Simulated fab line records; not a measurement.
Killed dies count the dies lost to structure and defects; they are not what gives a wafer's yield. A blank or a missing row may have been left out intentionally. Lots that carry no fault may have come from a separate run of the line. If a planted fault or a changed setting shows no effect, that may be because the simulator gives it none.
Which of the tools did it? / flow gf180mcu / Sampling: 14 lots, 42 wafers, 5 of 602 route steps

WHAT EACH GAUGE READ, for each wafer
GF_VT_IMPLANT_RS_MEAS_47: measures by four-point-probe.
lot=L667; measured=day 7 19:25; on=film-metro-01; NWELL_RS (ohm/sq)=487.3 488.9 488.6
lot=L668; measured=day 8 04:20; on=film-metro-04; NWELL_RS (ohm/sq)=488.8 489.1 487.8
lot=L672; measured=day 9 06:55; on=film-metro-01; NWELL_RS (ohm/sq)=486.9 488.5 487.8
lot=L673; measured=day 9 14:04; on=film-metro-01; NWELL_RS (ohm/sq)=488.7 488.4 487.8
lot=L674; measured=day 9 19:56; on=film-metro-01; NWELL_RS (ohm/sq)=488.4 489.7 488.1
lot=L676; measured=day 10 09:11; on=film-metro-01; NWELL_RS (ohm/sq)=490.5 488.3 490.3
lot=L677; measured=day 10 13:53; on=film-metro-03; NWELL_RS (ohm/sq)=487.5 487.5 487.0
lot=L679; measured=day 11 07:14; on=film-metro-01; NWELL_RS (ohm/sq)=488.8 489.2 489.7
lot=L680; measured=day 11 11:31; on=film-metro-01; NWELL_RS (ohm/sq)=489.8 487.3 488.3
lot=L684; measured=day 12 15:39; on=film-metro-01; NWELL_RS (ohm/sq)=486.6 486.9 485.2
lot=L685; measured=day 12 19:41; on=film-metro-01; NWELL_RS (ohm/sq)=489.0 488.5 489.0
lot=L686; measured=day 13 03:38; on=film-metro-01; NWELL_RS (ohm/sq)=487.0 487.3 489.1
lot=L688; measured=day 13 17:48; on=film-metro-04; NWELL_RS (ohm/sq)=487.3 489.9 490.7
lot=L689; measured=day 13 23:06; on=film-metro-01; NWELL_RS (ohm/sq)=486.6 486.6 487.2

GF_DUAL_GATE_THK_MEAS_03.
lot=L667; measured=day 7 22:49; on=film-metro-03; DUAL_GATE_OXIDATION_00_THK (nm)=11.05 10.92 10.74
lot=L668; measured=day 8 06:20; on=film-metro-02; DUAL_GATE_OXIDATION_00_THK (nm)=10.87 10.98 10.70
lot=L672; measured=day 9 12:04; on=film-metro-02; DUAL_GATE_OXIDATION_00_THK (nm)=10.59 10.64 10.80
lot=L673; measured=day 9 18:47; on=film-metro-01; DUAL_GATE_OXIDATION_00_THK (nm)=10.64 10.75 10.78
lot=L674; measured=day 9 21:57; on=film-metro-01; DUAL_GATE_OXIDATION_00_THK (nm)=10.63 10.63 10.60
lot=L676; measured=day 10 12:32; on=film-metro-01; DUAL_GATE_OXIDATION_00_THK (nm)=10.62 10.73 10.91
lot=L677; measured=day 10 18:46; on=film-metro-02; DUAL_GATE_OXIDATION_00_THK (nm)=10.71 10.57 10.59
lot=L679; measured=day 11 09:15; on=film-metro-02; DUAL_GATE_OXIDATION_00_THK (nm)=10.95 11.09 11.06
lot=L680; measured=day 11 13:57; on=film-metro-01; DUAL_GATE_OXIDATION_00_THK (nm)=10.81 10.71 10.51
lot=L684; measured=day 12 18:38; on=film-metro-02; DUAL_GATE_OXIDATION_00_THK (nm)=10.70 10.69 10.56
lot=L685; measured=day 12 23:02; on=film-metro-02; DUAL_GATE_OXIDATION_00_THK (nm)=11.13 10.92 10.94
lot=L686; measured=day 13 05:37; on=film-metro-03; DUAL_GATE_OXIDATION_00_THK (nm)=10.62 10.76 10.60
lot=L688; measured=day 13 20:57; on=film-metro-03; DUAL_GATE_OXIDATION_00_THK (nm)=10.62 10.66 10.45
lot=L689; measured=day 14 01:05; on=film-metro-03; DUAL_GATE_OXIDATION_00_THK (nm)=10.80 10.76 10.83

GF_POLY_GATE_THK_MEAS_01.
lot=L667; measured=day 8 18:27; on=film-metro-04; POLY_GATE_CVD_00_THK (nm)=197.2 196.8 197.1
lot=L668; measured=day 9 04:19; on=film-metro-04; POLY_GATE_CVD_00_THK (nm)=202.5 199.4 202.0
lot=L672; measured=day 10 10:03; on=film-metro-01; POLY_GATE_CVD_00_THK (nm)=199.5 200.0 198.4
lot=L673; measured=day 10 16:28; on=film-metro-04; POLY_GATE_CVD_00_THK (nm)=200.3 201.5 202.4
lot=L674; measured=day 10 21:12; on=film-metro-02; POLY_GATE_CVD_00_THK (nm)=201.5 198.8 200.5
lot=L676; measured=day 11 10:28; on=film-metro-01; POLY_GATE_CVD_00_THK (nm)=198.5 197.6 196.8
lot=L677; measured=day 11 16:07; on=film-metro-01; POLY_GATE_CVD_00_THK (nm)=197.4 196.8 198.3
lot=L679; measured=day 12 06:50; on=film-metro-01; POLY_GATE_CVD_00_THK (nm)=196.7 199.4 198.9
lot=L680; measured=day 12 11:47; on=film-metro-04; POLY_GATE_CVD_00_THK (nm)=197.5 197.4 196.7
lot=L684; measured=day 13 17:26; on=film-metro-01; POLY_GATE_CVD_00_THK (nm)=200.8 199.9 199.7
lot=L685; measured=day 13 22:40; on=film-metro-01; POLY_GATE_CVD_00_THK (nm)=201.4 198.4 200.5
lot=L686; measured=day 14 04:56; on=film-metro-04; POLY_GATE_CVD_00_THK (nm)=195.9 194.9 196.3
lot=L688; measured=day 14 22:27; on=film-metro-01; POLY_GATE_CVD_00_THK (nm)=200.5 200.9 199.4
lot=L689; measured=day 15 01:21; on=film-metro-02; POLY_GATE_CVD_00_THK (nm)=200.9 199.8 202.5

GF_HV_LDD_CD_MEAS_07: the cd target is 400 nm.
lot=L667; measured=day 10 09:07; on=cd-sem-01; cd-nm (nm)=402.0 399.8 401.2
lot=L668; measured=day 10 16:16; on=cd-sem-02; cd-nm (nm)=402.8 400.2 401.2
lot=L672; measured=day 12 00:04; on=cd-sem-01; cd-nm (nm)=399.0 400.2 399.4
lot=L673; measured=day 12 06:53; on=cd-sem-01; cd-nm (nm)=400.8 399.4 402.1
lot=L674; measured=day 12 12:32; on=cd-sem-02; cd-nm (nm)=398.1 400.9 400.9
lot=L676; measured=day 13 04:22; on=cd-sem-02; cd-nm (nm)=400.2 400.5 398.9
lot=L677; measured=day 13 09:29; on=cd-sem-02; cd-nm (nm)=406.4 406.5 407.5
lot=L679; measured=day 13 23:52; on=cd-sem-01; cd-nm (nm)=400.2 398.7 399.2
lot=L680; measured=day 14 06:19; on=cd-sem-01; cd-nm (nm)=409.5 410.3 409.0
lot=L684; measured=day 15 13:50; on=cd-sem-01; cd-nm (nm)=403.1 401.1 403.4
lot=L685; measured=day 15 19:34; on=cd-sem-02; cd-nm (nm)=398.9 400.7 398.3
lot=L686; measured=day 16 00:55; on=cd-sem-02; cd-nm (nm)=397.1 396.6 396.7
lot=L688; measured=day 16 20:24; on=cd-sem-02; cd-nm (nm)=399.3 397.8 399.2
lot=L689; measured=day 16 23:52; on=cd-sem-01; cd-nm (nm)=401.3 400.4 401.0

EACH LOT AND THE TOOL THAT RAN IT (in order: tool; ch and the chambers of the sampled wafers; start)
lot=L667; GF_HV_LDD_DEVELOP_06=litho-track-03 ch 0, day 10 08:58
lot=L668; GF_HV_LDD_DEVELOP_06=litho-track-04 ch 0, day 10 16:07
lot=L672; GF_HV_LDD_DEVELOP_06=litho-track-03 ch 0, day 11 23:55
lot=L673; GF_HV_LDD_DEVELOP_06=litho-track-03 ch 0, day 12 06:45
lot=L674; GF_HV_LDD_DEVELOP_06=litho-track-03 ch 0, day 12 12:24
lot=L676; GF_HV_LDD_DEVELOP_06=litho-track-04 ch 0, day 13 04:07
lot=L677; GF_HV_LDD_DEVELOP_06=litho-track-03 ch 0, day 13 09:21
lot=L679; GF_HV_LDD_DEVELOP_06=litho-track-04 ch 0, day 13 23:43
lot=L680; GF_HV_LDD_DEVELOP_06=litho-track-03 ch 0, day 14 06:10
lot=L684; GF_HV_LDD_DEVELOP_06=litho-track-04 ch 0, day 15 13:41
lot=L685; GF_HV_LDD_DEVELOP_06=litho-track-04 ch 0, day 15 19:25
lot=L686; GF_HV_LDD_DEVELOP_06=litho-track-04 ch 0, day 16 00:46
lot=L688; GF_HV_LDD_DEVELOP_06=litho-track-02 ch 0, day 16 20:15
lot=L689; GF_HV_LDD_DEVELOP_06=litho-track-03 ch 0, day 16 23:43
- GF_HV_LDD_DEVELOP_06: develop time 60 s.

WHAT THE TOOLS THEMSELVES READ (means of the sampled wafers that have a number; where no wafer has one, the mark that the record gives instead)
GF_HV_LDD_DEVELOP_06.
lot=L667; tool=litho-track-03; developer-temp-C (C)=22.95
lot=L668; tool=litho-track-04; developer-temp-C (C)=22.98
lot=L672; tool=litho-track-03; developer-temp-C (C)=22.91
lot=L673; tool=litho-track-03; developer-temp-C (C)=22.82
lot=L674; tool=litho-track-03; developer-temp-C (C)=22.88
lot=L676; tool=litho-track-04; developer-temp-C (C)=23.10
lot=L677; tool=litho-track-03; developer-temp-C (C)=20.74
lot=L679; tool=litho-track-04; developer-temp-C (C)=23.00
lot=L680; tool=litho-track-03; developer-temp-C (C)=20.79
lot=L684; tool=litho-track-04; developer-temp-C (C)=22.94
lot=L685; tool=litho-track-04; developer-temp-C (C)=22.93
lot=L686; tool=litho-track-04; developer-temp-C (C)=23.10
lot=L688; tool=litho-track-02; developer-temp-C (C)=22.91
lot=L689; tool=litho-track-03; developer-temp-C (C)=23.10

THE ANSWER, worked out from the rows above alone
Rule: the usual values come from the lots themselves. The widest of any qualifying gaps counts: lots, ordered by their means at a reading, are off when they make up no more than a third of the lots, leave a main group of 4 or more, and stand apart from it by 3 or more times the standard deviation of that group's means. A main group is skipped when, at the precision printed for the reading in the tables above, its means are all equal. A lot without any number at a reading at which 4 lots or more have one is off too. Where the step has rows for the other lots, those lots are counted as sound. First the gauges in route order, then the tools' own readings, where a lot's mean is used as printed above. The first step at which some lot is off is used, and at that step the reading that is off furthest; a lot without a number counts as furthest.
Off: L677, L680 (GF_HV_LDD_CD_MEAS_07, cd-nm). The main group has a mean of 400.0 nm with a standard deviation of 1.4.
A tool fits if, at a process step before that reading, it ran every lot that is off, and no sound lot after the first of them. The gauges at GF_HV_LDD_CD_MEAS_07 aren't tried: what is off there is off at GF_HV_LDD_DEVELOP_06 too, on other tools, and a gauge's error can't cause that. No candidate that was tried fits.

WHAT THE SIMULATOR PUT IN
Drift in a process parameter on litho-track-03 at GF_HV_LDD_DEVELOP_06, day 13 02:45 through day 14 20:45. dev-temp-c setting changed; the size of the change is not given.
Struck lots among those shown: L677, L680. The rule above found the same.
